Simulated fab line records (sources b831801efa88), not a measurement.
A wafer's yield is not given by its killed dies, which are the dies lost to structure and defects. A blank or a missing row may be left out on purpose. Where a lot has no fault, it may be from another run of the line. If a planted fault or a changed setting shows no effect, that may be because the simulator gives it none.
The same fault as seen by 2 desks || flow sky130 || numbers are kept per desk, each desk with only its own; the story behind them comes last

AT THE METROLOGY DESK
Lot by lot, what the gauges showed, no matter which tool ran the lot: averages of those sampled wafers that carry a number. If a lot's mean is further than 4 standard deviations from the usual mean, the lot is out of limits and carries the mark OUT (the distance appears in the brackets).
Columns: A = cdNm at SKY_VT_ADJUST_NCORE_CD_MEAS_07, usual 380.0 nm; B = VT_ADJUST_HVTR_OVL at SKY_VT_ADJUST_HVTR_OVL_MEAS_08, usual -0.3 nm; C = VT_ADJUST_HVTR_TW at SKY_VT_ADJUST_HVTR_TW_MEAS_11, usual 210.8; D = VT_ADJUST_PCH_TW at SKY_VT_ADJUST_PCH_TW_MEAS_10, usual 142.4
{"lot": "L864", "first seen here": "day 8 17:49", "A": 382.0, "B": -0.2, "C": 209.9, "D": 144.0}
{"lot": "L865", "first seen here": "day 8 20:28", "A": 383.4, "B": 1.1, "C": 212.8, "D": 142.3}
{"lot": "L867", "first seen here": "day 9 11:19", "A": 379.2, "B": -0.6, "C": 210.3, "D": 141.3}
{"lot": "L874", "first seen here": "day 11 18:34", "A": 386.8, "B": 0.2, "C": 209.7, "D": 141.6}
{"lot": "L873", "first seen here": "day 11 19:20", "A": 386.9, "B": -1.2, "C": 210.0, "D": 141.9}
{"lot": "L875", "first seen here": "day 12 02:35", "A": 379.5, "B": -1.1, "C": 209.7, "D": 141.0}
{"lot": "L876", "first seen here": "day 12 08:28", "A": 382.4, "B": 0.7, "C": 209.8, "D": 141.7}
{"lot": "L878", "first seen here": "day 12 20:22", "A": 379.1, "B": -1.6, "C": 210.1, "D": 141.8}
{"lot": "L881", "first seen here": "day 13 15:33", "A": 377.5, "B": -2.0, "C": 209.3, "D": 141.3}
{"lot": "L883", "first seen here": "day 14 05:54", "A": 381.5, "B": -1.5, "C": 209.3, "D": 142.4}
{"lot": "L885", "first seen here": "day 14 20:41", "A": 380.5, "B": -1.3, "C": 209.6, "D": 141.6}
{"lot": "L887", "first seen here": "day 15 08:35", "A": 378.1, "B": 0.2, "C": 212.6, "D": 141.7}
This desk found nothing out of limits on any of the 12 lots.

TOOL OWNER'S DESK, lithoTrack-04
The tool's own readings at SKY_VT_ADJUST_NCORE_COAT_02 (resist thk 1140 nm): means of the sampled wafers that have a number, for each lot that ran on this tool. If a lot's mean is further than 4 standard deviations from the usual mean, the lot is out of limits and carries the mark OUT (the distance appears in the brackets).
Columns: A = spinSpeedRpm at SKY_VT_ADJUST_NCORE_COAT_02, usual 3000.3 rpm
{"lot": "L864", "first seen here": "day 8 06:59", "A": 2998.1}
{"lot": "L867", "first seen here": "day 9 00:22", "A": 3002.4}
{"lot": "L874", "first seen here": "day 11 06:26", "A": "3335.0 (+99 or more) OUT"}
{"lot": "L873", "first seen here": "day 11 07:38", "A": "3338.0 (+99 or more) OUT"}
This desk's verdict: out of limits on L873, L874, starting with L874 at day 11 06:26 (spinSpeedRpm at SKY_VT_ADJUST_NCORE_COAT_02). L864, L867 stayed within limits.

BROUGHT TOGETHER
The tool owner's desk could have raised an alarm at day 11 06:26, on L873, L874.
Metrology desk: nothing out of limits seen.
The metrology desk holds a record of L873, L874, inside its limits.
On lithoTrack-04, each named lot ran SKY_VT_ADJUST_NCORE_COAT_02.

WHAT THE SIMULATOR PUT IN
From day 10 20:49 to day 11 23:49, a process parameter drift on lithoTrack-04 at SKY_VT_ADJUST_NCORE_COAT_02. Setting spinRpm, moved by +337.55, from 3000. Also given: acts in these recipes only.
Shown lots that were struck: L873, L874.
Time in hours from fault onset to the first out-of-limits reading at each desk: the tool owner's desk, 10.
